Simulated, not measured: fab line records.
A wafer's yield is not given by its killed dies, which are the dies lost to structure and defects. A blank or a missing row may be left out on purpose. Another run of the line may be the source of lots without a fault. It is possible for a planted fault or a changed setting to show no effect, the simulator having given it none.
fab line records | flow sky130
record lots=10 wafers=30 lastDay=50
route steps=708 shown METAL4@630 METAL5@663 PAD_OPEN@702
lots untouched by any fault: they come from a run of this same line in which no faults occurred
startH: start of the lot's first displayed wafer, in hours after the record's first day | waitH: hours from the lot's prior step to this one | " as in the row above | L1.1+2: one row covering several wafers at once | - no value, or no start given | * or withheld: withheld | < > ~ a bound
route shown NAME@n: names a module that has steps shown in the file, with the first one's number in the route | usual: average and standard deviation across the fault-free wafers | same: alike in all rows | chamber/n: place in a boat | sites: per-site readings | _std_site: the values' standard deviation | _edge_site: inner sites' mean taken away from outer sites' mean | radiusMm: how far each site lies from the wafer's centre | mask NAME#n: copy n | behind: tool/chamber where the wafer was last shaped | hold: what put the lot on hold/how long, in hours/how the hold closed | device: which transistor (n, p or np) failed to switch | end of line: tests of these same wafers at the route's end | for a step that has no rows: nothing shown but its recipe | killed: count of dies lost to structure and defects at first sort (not the wafer's yield) | map: the dies of a wafer, with x for killed, . for not killed, _ for no die there
set.NAME: the setting that was run; set.NAME@STEP: the one run at that earlier step | model.NAME: the simulator's own value behind a step, which no gauge read
one table for each step of the route and one row for each wafer, over a sample of lots
services: from which hour (startH, from the record's first day; less than 0 if before it) a tool's chamber was out of use, for how many hours, and why
## steps
# step SKY_METAL4_OVL_MEAS_14
# usual METAL4_OVL=2/6.3
# columns lot.wafer tool chamber startH waitH METAL4_OVL[nm]
L505.1 overlay-02 - 970.78 0.1 -4
L505.2 " - " " 4
L505.3 " - " " -5
L506.1 overlay-01 - 981.38 0.1 -2
L506.2 " - " " -2
L506.6 " - " " 6
L508.1 overlay-01 - 1015.28 0.1 8
L508.3 " - " " 11
L508.6 " - " " 3
L514.1 overlay-01 - 1033.88 0.1 9
L514.4 " - " " 1
L514.5 " - " " 1
L517.4 overlay-01 - 1064.90 0.1 6
L517.5 " - " " 4
L517.6 " - " " 8
L518.1 overlay-02 - 1068.20 0.1 -3
L518.2 " - " " -2
L518.3 " - " " -9
L526.2 overlay-01 - 1111.14 0.1 -1
L526.5 " - " " 3
L526.6 " - " " -3
L525.3 overlay-02 - 1112.24 0.1 11
L525.5 " - " " 12
L525.6 " - " " 16
L527.1 overlay-01 - 1115.15 0.1 -1
L527.2 " - " " -5
L527.5 " - " " -10
L528.2 overlay-02 - 1117.54 0.1 2
L528.3 " - " " 7
L528.5 " - " " 11
# step SKY_METAL5_SPUTTER_02
# recipe material=AlCu targetThkNm=1150 powerW=10600 timeS=61.2 chamberPressurePa=0.4
# usual cathodeDcPowerW=10600/2 chamberPressurePa=0.3999/0.00074 throttleValvePct=30.1/1.3
# columns lot.wafer tool chamber startH waitH cathodeDcPowerW chamberPressurePa throttleValvePct
L505.1 pvdSputter-03 - 997.46 0.0 10600 0.3984 29.3
L505.2 " - " " 10601 0.3992 29.6
L505.3 " - " " 10601 0.3998 28.9
L506.1 pvdSputter-04 - 1008.08 0.0 10601 0.3999 28.5
L506.2 " - " " 10602 0.4004 31.2
L506.6 " - " " 10600 0.4007 28.4
L508.1 pvdSputter-02 - 1039.74 0.0 10598 0.3991 28.7
L508.3 " - " " 10599 0.3995 29.7
L508.6 " - " " 10595 0.4006 29.3
L514.1 pvdSputter-02 - 1058.16 0.0 10600 0.3989 28.7
L514.4 " - " " 10599 0.3993 29.2
L514.5 " - " " 10600 0.4000 29.3
L517.4 pvdSputter-03 - 1088.35 0.0 - - -
L517.5 " - " " - - -
L517.6 " - " " - - -
L518.1 pvdSputter-03 - 1091.66 0.0 - - -
L518.2 " - " " - - -
L518.3 " - " " - - -
L526.2 pvdSputter-03 - 1131.86 0.0 10599 0.3993 29.4
L526.5 " - " " 10600 0.4001 30.6
L526.6 " - " " 10598 0.3994 29.5
L525.3 pvdSputter-03 - 1133.44 0.0 10601 0.3997 29.1
L525.5 " - " " 10598 0.3987 29.6
L525.6 " - " " 10603 0.4002 30.7
L527.1 pvdSputter-03 - 1136.72 0.0 10600 0.4020 28.5
L527.2 " - " " 10602 0.4011 30.9
L527.5 " - " " 10605 0.4001 30.6
L528.2 pvdSputter-03 - 1139.74 0.0 10598 0.3997 29.4
L528.3 " - " " 10600 0.4000 31.0
L528.5 " - " " 10600 0.3999 30.8
# step SKY_METAL5_RS_MEAS_05
# recipe thkMeasGauge=four-point-probe reads=TiN_of_METAL5_SPUTTER_04+Ti_of_METAL5_SPUTTER_03+AlCu_of_METAL5_SPUTTER_02+TiN_of_METAL5_SPUTTER_01+Ti_of_METAL5_SPUTTER_00
# usual METAL5_ALCU_RS=0.02709/0.00025
# columns lot.wafer tool chamber startH waitH METAL5_ALCU_RS[ohm/sq]
L505.1 filmMetro-01 - 997.58 0.0 0.02707
L505.2 " - " " 0.02698
L505.3 " - " " 0.02697
L506.1 filmMetro-02 - 1008.20 0.0 0.02713
L506.2 " - " " 0.02713
L506.6 " - " " 0.02733
L508.1 filmMetro-03 - 1039.86 0.0 0.02667
L508.3 " - " " 0.02694
L508.6 " - " " 0.02716
L514.1 filmMetro-01 - 1058.28 0.0 0.02681
L514.4 " - " " 0.02687
L514.5 " - " " 0.02675
L517.4 filmMetro-03 - 1088.53 0.1 8.7646
L517.5 " - " " 8.8064
L517.6 " - " " 8.8229
L518.1 filmMetro-02 - 1091.78 0.0 8.6569
L518.2 " - " " 8.549
L518.3 " - " " 8.6495
L526.2 filmMetro-03 - 1132.00 0.0 0.02737
L526.5 " - " " 0.02697
L526.6 " - " " 0.02729
L525.3 filmMetro-03 - 1133.60 0.1 0.02688
L525.5 " - " " 0.02678
L525.6 " - " " 0.02665
L527.1 filmMetro-02 - 1136.84 0.0 0.02691
L527.2 " - " " 0.02669
L527.5 " - " " 0.02639
L528.2 filmMetro-03 - 1139.88 0.0 0.02705
L528.3 " - " " 0.02673
L528.5 " - " " 0.02686
# step SKY_METAL5_THK_MEAS_06
# recipe thkMeasGauge=xrf reads=AlCu_of_METAL5_SPUTTER_02
# usual METAL5_ALCU_THK=1143/13
# columns lot.wafer tool chamber startH waitH METAL5_ALCU_THK[nm]
L505.1 filmMetro-01 - 997.70 0.1 1147
L505.2 " - " " 1160
L505.3 " - " " 1154
L506.1 filmMetro-02 - 1008.32 0.1 1142
L506.2 " - " " 1137
L506.6 " - " " 1134
L508.1 filmMetro-03 - 1039.98 0.1 1155
L508.3 " - " " 1140
L508.6 " - " " 1134
L514.1 filmMetro-01 - 1058.40 0.1 1169
L514.4 " - " " 1164
L514.5 " - " " 1168
L517.4 filmMetro-03 - 1088.62 0.1 <1
L517.5 " - " " <1
L517.6 " - " " <1
L518.1 filmMetro-02 - 1091.90 0.1 <0
L518.2 " - " " <0
L518.3 " - " " <0
L526.2 filmMetro-03 - 1132.11 0.1 1128
L526.5 " - " " 1147
L526.6 " - " " 1129
L525.3 filmMetro-03 - 1133.70 0.1 1150
L525.5 " - " " 1145
L525.6 " - " " 1160
L527.1 filmMetro-02 - 1136.96 0.1 1140
L527.2 " - " " 1157
L527.5 " - " " 1176
L528.2 filmMetro-03 - 1139.99 0.1 1136
L528.3 " - " " 1154
L528.5 " - " " 1146
# step SKY_METAL5_DESCUM_14
# recipe chemistry=O2 sourcePowerW=150 biasPowerW=0 pressureMtorr=10 tempC=40 timeS=11
# usual chamberPressureMTorr=10.000/0.009 drypumpMotorCurrentA=5.7/0.48 oesProductAu=1.004/0.0078
# columns lot.wafer tool chamber startH waitH chamberPressureMTorr drypumpMotorCurrentA oesProductAu rfHoursCounterH
L505.1 rieMetal-02 1 1021.14 0.1 10.008 6.2 1.005 11
L505.2 " 0 " " 9.994 5.7 1.013 13
L505.3 " 0 " " 9.992 5.7 1.010 -
L506.1 rieMetal-04 0 1030.49 0.1 10.011 4.9 1.002 5
L506.2 " 1 " " 9.995 5.4 0.996 17
L506.6 " 1 " " 9.992 5.3 0.984 -
L508.1 rieMetal-02 0 1060.99 0.1 10.010 5.7 1.012 16
L508.3 " 1 " " 9.993 6.2 0.999 -
L508.6 " 0 " " 10.031 5.7 1.007 -
L514.1 rieMetal-02 0 1079.26 0.1 10.002 5.7 1.005 17
L514.4 " 0 " " 10.022 5.7 1.012 -
L514.5 " 0 " " 10.010 5.8 1.009 -
L517.4 rieMetal-03 0 1109.57 0.1 10.012 6.1 1.003 -
L517.5 " 0 " " 9.987 6.1 0.999 -
L517.6 " 1 " " 9.998 6.2 0.998 -
L518.1 rieMetal-02 0 1112.91 0.1 9.984 5.7 1.000 20
L518.2 " 1 " " 9.987 6.2 0.999 18
L518.3 " 1 " " 10.009 6.2 0.993 -
L526.2 rieMetal-03 1 1150.59 0.1 10.004 6.2 1.008 5
L526.5 " 1 " " 10.002 6.2 1.003 -
L526.6 " 0 " " 9.992 6.1 1.007 -
L525.3 rieMetal-04 1 1152.02 0.1 10.014 5.3 0.997 -
L525.5 " 0 " " 9.997 4.9 1.007 -
L525.6 " 1 " " 9.993 5.3 0.992 -
L527.1 rieMetal-04 0 1155.19 0.1 9.998 4.9 1.000 14
L527.2 " 1 " " 10.005 5.3 0.997 27
L527.5 " 1 " " 9.980 5.3 0.991 -
L528.2 rieMetal-03 0 1157.36 0.1 9.998 6.1 1.001 23
L528.3 " 1 " " 9.994 6.2 0.995 -
L528.5 " 1 " " 10.017 6.2 0.994 -
# step SKY_PAD_OPEN_STRIP_08
# recipe chemistry=O2/N2 powerW=1400 pressureMtorr=1500 platenTempC=withheld overashFraction=0.7 o2FlowSccm=3000 n2FlowSccm=300
# usual chamberPressureMTorr=1500.0/1.4 drypumpMotorCurrentA=5.8/0.6 oesProductAu=0.663/0.0048
# columns lot.wafer tool chamber startH waitH chamberPressureMTorr drypumpMotorCurrentA oesProductAu rfHoursCounterH
L505.1 plasmaAsher-01 0 1066.37 0.2 1499.8 5.3 0.662 32
L505.2 " 1 " " 1499.6 6.6 0.665 32
L505.3 " 1 " " 1501.2 6.6 0.661 -
L506.1 plasmaAsher-04 0 1074.27 0.1 1501.3 6.1 0.661 1
L506.2 " 1 " " 1498.3 5.1 0.659 1
L506.6 " 0 " " 1501.2 6.1 0.666 -
L508.1 plasmaAsher-01 0 1103.57 0.1 1502.0 5.3 0.663 35
L508.3 " 0 " " 1498.3 5.3 0.663 -
L508.6 " 1 " " 1501.7 6.5 0.661 -
L514.1 plasmaAsher-01 1 1120.77 0.1 1502.3 6.6 0.662 37
L514.4 " 0 " " 1499.9 5.3 0.655 -
L514.5 " 1 " " 1499.0 6.5 0.667 -
L526.2 plasmaAsher-01 0 1185.19 0.1 1500.2 5.3 0.667 43
L526.5 " 0 " " 1501.5 5.3 0.663 -
L526.6 " 1 " " 1499.8 6.6 0.665 -
L525.3 plasmaAsher-04 0 1187.17 0.1 1500.5 6.1 0.669 -
L525.5 " 0 " " 1499.8 6.1 0.658 -
L525.6 " 1 " " 1498.2 5.2 0.660 -
L527.1 plasmaAsher-04 0 1189.46 0.1 1499.2 6.2 0.665 11
L527.2 " 1 " " 1501.3 5.2 0.662 11
L527.5 " 0 " " 1499.6 6.1 0.668 -
L528.2 plasmaAsher-04 0 1190.81 0.1 1499.7 6.1 0.663 11
L528.3 " 0 " " 1499.5 6.1 0.663 -
L528.5 " 0 " " 1502.4 6.1 0.659 -
# step SKY_PAD_OPEN_PROBE_99
# usual defectLimitedYield=82.7/2.1 killed_at_M0_to_M3=43/7.2 killed_at_M4_up=3.3/1.8 killedAtContacts=23/5.5 killedAtFrontEnd=16/5.1 killedAtOther=0.4/0.65 killedDies=85/10 killedOnRim=17/4.3 killedOpen=46/7.1 killedShort=38/7.2 sort_bin_3_pad_short=0.9/0.41 sort_bin_5_function=10.2/1.5 sort_bin_6_memory=6.2/1.1 sortNPass=407/10 sortYieldPct=82.7/2.1
# same grossDies=492 killedAtBackSide=0 sort_bin_4_leakage[%]=0 sort_bin_8_speed[%]=0
# columns lot.wafer tool chamber startH waitH defectLimitedYield[%] killed_at_M0_to_M3 killed_at_M4_up killedAtContacts killedAtFrontEnd killedAtOther killedDies killedOnRim killedOpen killedShort sort_bin_3_pad_short[%] sort_bin_5_function[%] sort_bin_6_memory[%] sortNPass sortYieldPct[%]
L517.4 prober-01 - 1150.52 0.2 0 42 416 20 13 1 492 96 31 48 1.6 92.3 6.1 0 0
L517.5 prober-01 - 1150.57 0.2 0 42 400 24 25 1 492 96 51 43 1.2 92.7 6.1 0 0
L517.6 prober-01 - 1150.62 0.2 0 48 402 27 15 0 492 96 47 43 0.6 91.7 7.7 0 0
L518.1 prober-02 - 1153.73 0.1 0 39 415 25 11 2 492 96 38 41 1.0 93.1 5.9 0 0
L518.2 prober-02 - 1153.78 0.1 0 41 414 23 12 2 492 96 50 30 1.6 93.5 4.9 0 0
L518.3 prober-02 - 1153.83 0.2 0 35 408 33 15 1 492 96 40 49 1.4 93.1 5.5 0 0
# killed by level:class
L517.4 METAL5:areaSputter=413 METAL2:geometricParticle:short=10 LOCAL_INTERCONNECT:geometricParticle:short=7 VIA1:geometricParticle:open=7 LI_CONTACT:geometricParticle:open=5 CONTACT:geometricParticle:open=5 VIA2:geometricParticle:short=5 METAL1:geometricParticle:short=4
L517.5 METAL5:areaSputter=397 CONTACT:geometricParticle:open=11 VIA1:geometricParticle:open=10 FIELD_ISO:geometricParticle:short=9 VIA3:geometricParticle:open=6 METAL1:geometricParticle:short=6 POLY_GATE:geometricParticle:open=5 LOCAL_INTERCONNECT:geometricParticle:short=5
L517.6 METAL5:areaSputter=401 LI_CONTACT:geometricParticle:open=8 VIA2:geometricParticle:open=8 FIELD_ISO:geometricParticle:open=7 CONTACT:geometricParticle:short=7 METAL1:geometricParticle:short=7 VIA1:geometricParticle:open=6 FIELD_ISO:geometricParticle:short=5
L518.1 METAL5:areaSputter=410 VIA1:geometricParticle:open=11 METAL1:geometricParticle:short=8 CONTACT:geometricParticle:short=7 CONTACT:geometricParticle:open=7 VIA3:geometricParticle:open=7 LI_CONTACT:geometricParticle:open=5 LOCAL_INTERCONNECT:geometricParticle:short=4
L518.2 METAL5:areaSputter=410 VIA1:geometricParticle:open=11 VIA2:geometricParticle:open=9 CONTACT:geometricParticle:open=8 CONTACT:geometricParticle:short=7 LI_CONTACT:geometricParticle:open=5 METAL1:geometricParticle:short=5 METAL2:geometricParticle:short=5
L518.3 METAL5:areaSputter=402 VIA2:geometricParticle:open=10 CONTACT:geometricParticle:open=9 CONTACT:geometricParticle:short=8 LI_CONTACT:geometricParticle:open=7 LOCAL_INTERCONNECT:geometricParticle:short=6 METAL4:geometricParticle:short=5 POLY_GATE:geometricParticle:short=4
## services
# columns tool chamber startH hours kind
pvdSputter-02 - 977.32 1.8 repair
pvdSputter-04 - 977.48 24.5 repair
plasmaAsher-04 - 980.56 2.8 pm
pvdSputter-02 - 984.78 7.2 repair
rieMetal-04 - 997.15 2.8 pm
rieMetal-03 0 1014.02 8.4 repair
rieMetal-03 1 1020.78 39.1 repair
pvdSputter-02 - 1045.52 4.3 repair
plasmaAsher-04 - 1055.25 9.0 pm
plasmaAsher-04 0 1055.25 9.0 ventCycle
plasmaAsher-04 1 1055.25 9.0 ventCycle
rieMetal-03 1 1059.84 - clean
rieMetal-03 1 1059.84 19.2 scheduledDown
plasmaAsher-04 0 1064.25 - clean
plasmaAsher-04 1 1064.25 - clean
pvdSputter-03 - 1106.87 4.9 repair
plasmaAsher-04 - 1111.62 4.3 repair
pvdSputter-03 - 1126.78 3.5 repair
pvdSputter-02 - 1131.13 8.2 repair
plasmaAsher-01 - 1142.81 6.8 repair
pvdSputter-04 - 1148.05 5.3 repair
rieMetal-04 - 1157.86 1.3 repair
plasmaAsher-04 - 1178.48 4.8 repair
rieMetal-02 0 1180.39 7.4 repair
## key
firstSign step=SKY_METAL5_SPUTTER_02 reading=toolRecord direction=missing
effect step=SKY_METAL5_RS_MEAS_05 reading=METAL5_ALCU_RS direction=up sigmas=99+ usual=0.02709 struck=8.7082
effect step=SKY_METAL5_THK_MEAS_06 reading=METAL5_ALCU_THK direction=down sigmas=86 usual=1143 struck=<1
effect step=SKY_PAD_OPEN_PROBE_99 reading=killed_at_M4_up direction=up sigmas=99+ usual=3.3 struck=409.2
moreKillsBornAt SKY_METAL5_SPUTTER_02@pvdSputter-03=2433
metAt SKY_METAL5_SPUTTER_02
struckLots L517,L518
laterRowsLeftOut L517.4,L517.5,L517.6,L518.1,L518.2,L518.3
notActingAt SKY_METAL4_OVL_MEAS_14,SKY_METAL5_DESCUM_14,SKY_PAD_OPEN_STRIP_08
onsetBetween 997.46 1088.35
fault kind=skippedStepWhole tool=pvdSputter-03 chamber=- onsetH=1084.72 steps=SKY_METAL5_SPUTTER_02 scope=struckLotsOnly
# laterRowsLeftOut: the simulator's readings of these wafers behind a module that went badly wrong aren't trusted and aren't shown, but for the sort
